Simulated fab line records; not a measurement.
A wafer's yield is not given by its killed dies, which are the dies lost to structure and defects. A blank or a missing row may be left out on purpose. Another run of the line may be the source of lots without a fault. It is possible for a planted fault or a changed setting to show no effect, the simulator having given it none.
Which tool is to blame? || flow sky130 || Sampling: 14 lots, 42 wafers, 2 of 708 route steps

WHAT EACH GAUGE READ, for each wafer
SKY_GATE_OXIDE_THK_MEAS_02. Usual: GATE_OXIDE_OXIDATION_00_THK typically reads 10.25 nm, with standard deviation 0.18.
{"lot": "L464", "measured": "day 12 22:34", "on": "film-metro-04", "GATE_OXIDE_OXIDATION_00_THK (nm)": "10.52 10.68 10.56", "flag": ""}
{"lot": "L466", "measured": "day 13 12:07", "on": "film-metro-01", "GATE_OXIDE_OXIDATION_00_THK (nm)": "10.44 10.42 10.38", "flag": ""}
{"lot": "L467", "measured": "day 13 19:51", "on": "film-metro-04", "GATE_OXIDE_OXIDATION_00_THK (nm)": "10.62 10.44 10.48", "flag": ""}
{"lot": "L468", "measured": "day 14 02:06", "on": "film-metro-01", "GATE_OXIDE_OXIDATION_00_THK (nm)": "10.19 10.11 10.17", "flag": ""}
{"lot": "L469", "measured": "day 14 10:58", "on": "film-metro-04", "GATE_OXIDE_OXIDATION_00_THK (nm)": "10.28 10.34 10.23", "flag": ""}
{"lot": "L471", "measured": "day 15 08:47", "on": "film-metro-02", "GATE_OXIDE_OXIDATION_00_THK (nm)": "10.31 10.34 10.33", "flag": ""}
{"lot": "L473", "measured": "day 16 00:25", "on": "film-metro-01", "GATE_OXIDE_OXIDATION_00_THK (nm)": "10.09 10.16 10.12", "flag": ""}
{"lot": "L477", "measured": "day 17 01:32", "on": "film-metro-04", "GATE_OXIDE_OXIDATION_00_THK (nm)": "10.26 10.24 10.02", "flag": ""}
{"lot": "L480", "measured": "day 18 12:55", "on": "film-metro-01", "GATE_OXIDE_OXIDATION_00_THK (nm)": "10.53 10.48 10.29", "flag": ""}
{"lot": "L481", "measured": "day 18 12:55", "on": "film-metro-04", "GATE_OXIDE_OXIDATION_00_THK (nm)": "10.09 10.05 10.13", "flag": ""}
{"lot": "L482", "measured": "day 18 18:20", "on": "film-metro-04", "GATE_OXIDE_OXIDATION_00_THK (nm)": "12.66 12.84 12.68", "flag": "OFF"}
{"lot": "L483", "measured": "day 19 03:09", "on": "film-metro-01", "GATE_OXIDE_OXIDATION_00_THK (nm)": "9.97 10.09 10.12", "flag": ""}
{"lot": "L484", "measured": "day 19 12:25", "on": "film-metro-04", "GATE_OXIDE_OXIDATION_00_THK (nm)": "12.47 12.45 12.53", "flag": "OFF"}
{"lot": "L487", "measured": "day 20 17:34", "on": "film-metro-01", "GATE_OXIDE_OXIDATION_00_THK (nm)": "10.36 10.15 10.46", "flag": ""}

WHICH TOOL RAN EACH LOT (tool, then ch and the chambers of the sampled wafers, then the start)
{"lot": "L464", "SKY_GATE_OXIDE_OXIDATION_01": "furnace-02 ch 0, day 12 21:10"}
{"lot": "L466", "SKY_GATE_OXIDE_OXIDATION_01": "furnace-02 ch 0, day 13 10:42"}
{"lot": "L467", "SKY_GATE_OXIDE_OXIDATION_01": "furnace-02 ch 0, day 13 18:26"}
{"lot": "L468", "SKY_GATE_OXIDE_OXIDATION_01": "furnace-01 ch 0, day 14 00:40"}
{"lot": "L469", "SKY_GATE_OXIDE_OXIDATION_01": "furnace-02 ch 0, day 14 09:33"}
{"lot": "L471", "SKY_GATE_OXIDE_OXIDATION_01": "furnace-01 ch 0, day 15 07:22"}
{"lot": "L473", "SKY_GATE_OXIDE_OXIDATION_01": "furnace-02 ch 0, day 15 22:59"}
{"lot": "L477", "SKY_GATE_OXIDE_OXIDATION_01": "furnace-01 ch 0, day 17 00:07"}
{"lot": "L480", "SKY_GATE_OXIDE_OXIDATION_01": "furnace-02 ch 0, day 18 11:31"}
{"lot": "L481", "SKY_GATE_OXIDE_OXIDATION_01": "furnace-02 ch 0, day 18 11:31"}
{"lot": "L482", "SKY_GATE_OXIDE_OXIDATION_01": "furnace-01 ch 0, day 18 16:54"}
{"lot": "L483", "SKY_GATE_OXIDE_OXIDATION_01": "furnace-02 ch 0, day 19 01:44"}
{"lot": "L484", "SKY_GATE_OXIDE_OXIDATION_01": "furnace-01 ch 0, day 19 11:01"}
{"lot": "L487", "SKY_GATE_OXIDE_OXIDATION_01": "furnace-02 ch 0, day 20 16:09"}
- SKY_GATE_OXIDE_OXIDATION_01: stabilise 600 s, purge 300 s, target thk 10.268 nm.

AS READ BY THE TOOLS THEMSELVES (means over the sampled wafers that have a number; for cases with no such wafer, the mark the record gives instead)
SKY_GATE_OXIDE_OXIDATION_01. Usual: zone-power-upper-pct at 18.4 %, with a standard deviation of 2.
{"lot": "L464", "tool": "furnace-02", "zone-power-upper-pct (%)": 20.4, "flag": ""}
{"lot": "L466", "tool": "furnace-02", "zone-power-upper-pct (%)": 20.1, "flag": ""}
{"lot": "L467", "tool": "furnace-02", "zone-power-upper-pct (%)": 20.4, "flag": ""}
{"lot": "L468", "tool": "furnace-01", "zone-power-upper-pct (%)": 16.5, "flag": ""}
{"lot": "L469", "tool": "furnace-02", "zone-power-upper-pct (%)": 20.4, "flag": ""}
{"lot": "L471", "tool": "furnace-01", "zone-power-upper-pct (%)": 16.4, "flag": ""}
{"lot": "L473", "tool": "furnace-02", "zone-power-upper-pct (%)": 20.2, "flag": ""}
{"lot": "L477", "tool": "furnace-01", "zone-power-upper-pct (%)": 16.3, "flag": ""}
{"lot": "L480", "tool": "furnace-02", "zone-power-upper-pct (%)": 20.4, "flag": ""}
{"lot": "L481", "tool": "furnace-02", "zone-power-upper-pct (%)": 20.4, "flag": ""}
{"lot": "L482", "tool": "furnace-01", "zone-power-upper-pct (%)": 16.4, "flag": ""}
{"lot": "L483", "tool": "furnace-02", "zone-power-upper-pct (%)": 20.5, "flag": ""}
{"lot": "L484", "tool": "furnace-01", "zone-power-upper-pct (%)": 16.5, "flag": ""}
{"lot": "L487", "tool": "furnace-02", "zone-power-upper-pct (%)": 20.4, "flag": ""}

THE ANSWER, worked out from the rows above alone
Rule: lot off if the mean of its wafers having a number is beyond 3 standard deviations from the usual mean. A lot without any number at a reading at which 4 lots or more have one is off too. Where the step has rows for the other lots, those lots are counted as sound. Order of review: gauges by route order, followed by the tools' own readings, for which a lot's mean as printed above is used. The first step at which some lot is off is used, and at that step the reading that is off furthest; a lot without a number counts as furthest.
Off: L482, L484, at SKY_GATE_OXIDE_THK_MEAS_02 (GATE_OXIDE_OXIDATION_00_THK).
A tool fits if, at a process step before that reading, it ran every lot that is off, and no sound lot after the first of them. Those tools and the gauges at SKY_GATE_OXIDE_THK_MEAS_02 are tried in the same way. Can't be told from this: 2 tools fit, furnace-01 at SKY_GATE_OXIDE_OXIDATION_01, film-metro-04 at SKY_GATE_OXIDE_THK_MEAS_02.

WHAT THE SIMULATOR HAD INSERTED
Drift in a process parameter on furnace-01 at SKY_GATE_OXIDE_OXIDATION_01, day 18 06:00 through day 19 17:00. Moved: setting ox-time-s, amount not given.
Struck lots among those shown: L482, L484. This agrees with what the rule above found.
